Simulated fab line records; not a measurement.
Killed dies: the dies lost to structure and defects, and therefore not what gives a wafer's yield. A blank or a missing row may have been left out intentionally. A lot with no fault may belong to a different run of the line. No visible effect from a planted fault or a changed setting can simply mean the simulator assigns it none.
Which of the tools did it? ; flow gf180mcu ; 13 lots, 39 wafers sampled, at 2 steps of a route of 602

== WHAT THE GAUGES SHOWED, per wafer ==
GF_M5_OVL_MEAS_08. Usual: M5_OVL gives 5 nm (standard deviation 4.8).
lot;measured;on;M5_OVL (nm);flag
L987;day 26 02:51;overlay-01;10 9 -2;
L988;day 26 14:37;overlay-01;3 5 3;
L989;day 27 00:12;overlay-01;8 8 7;
L990;day 27 03:07;overlay-02;-4 -2 -2;
L992;day 27 17:49;overlay-02;4 0 7;
L993;day 28 07:41;overlay-01;-1 1 7;
L995;day 28 19:16;overlay-01;6 4 4;
L997;day 29 12:25;overlay-01;2 6 0;
L998;day 29 16:07;overlay-02;6 8 12;
L102;day 30 21:45;overlay-02;12 8 4;
L103;day 31 03:49;overlay-01;3 -1 1;
L108;day 32 11:37;overlay-01;7 7 5;
L109;day 32 16:48;overlay-02;-1 3 6;

== WHAT TOOL EACH LOT RAN ON (gives the tool, then ch and the chambers of the sampled wafers, and finally the start) ==
lot;GF_V4_CVD_00
L987;hdpcvd-02 ch 0,1,2, day 23 06:35
L988;hdpcvd-01 ch 0,1,2, day 23 19:50
L989;hdpcvd-02 ch 0,1, day 24 05:05
L990;hdpcvd-02 ch 0,1,2, day 24 09:08
L992;hdpcvd-02 ch 0,2, day 25 00:05
L993;hdpcvd-01 ch 0,1,2, day 25 15:30
L995;hdpcvd-02 ch 0,1,2, day 26 04:54
L997;hdpcvd-02 ch 1,2, day 26 22:52
L998;hdpcvd-02 ch 0,1,2, day 27 01:14
L102;hdpcvd-01 ch 0,1,2, day 28 11:26
L103;hdpcvd-01 ch 0,2, day 28 16:44
L108;hdpcvd-01 ch 0,1, day 30 04:26
L109;hdpcvd-02 ch 0,2, day 30 10:41
- GF_V4_CVD_00: deposits SiO2, target thk 600 nm, time 100 s.

== WHAT THE TOOLS THEMSELVES READ (means of the sampled wafers that have a number; where no wafer has one, the mark that the record gives instead) ==
GF_V4_CVD_00. Usual: sih4 flow sccm 59.96 sccm, standard deviation 0.18.
lot;tool;sih4 flow sccm (sccm);flag
L987;hdpcvd-02;59.99;
L988;hdpcvd-01;60.04;
L989;hdpcvd-02;59.89;
L990;hdpcvd-02;59.87;
L992;hdpcvd-02;59.91;
L993;hdpcvd-01;59.96;
L995;hdpcvd-02;59.89;
L997;hdpcvd-02;59.96;
L998;hdpcvd-02;59.92;
L102;hdpcvd-01;59.99;
L103;hdpcvd-01;59.80;
L108;hdpcvd-01;60.23;
L109;hdpcvd-02;59.85;

== THE ANSWER, worked out from the rows above alone ==
Rule: lot off if the mean of its wafers having a number is beyond 3 standard deviations from the usual mean. Also off: a lot with no number at a reading for which 4 or more lots have one. Where the step has rows for the other lots, those lots are counted as sound. Order of review: gauges by route order, followed by the tools' own readings, for which a lot's mean as printed above is used. The first step at which some lot is off is used, and at that step the reading that is off furthest; a lot without a number counts as furthest.
None of the lots is off at any reading shown; this tells nothing.

== WHAT THE SIMULATOR HAD INSERTED ==
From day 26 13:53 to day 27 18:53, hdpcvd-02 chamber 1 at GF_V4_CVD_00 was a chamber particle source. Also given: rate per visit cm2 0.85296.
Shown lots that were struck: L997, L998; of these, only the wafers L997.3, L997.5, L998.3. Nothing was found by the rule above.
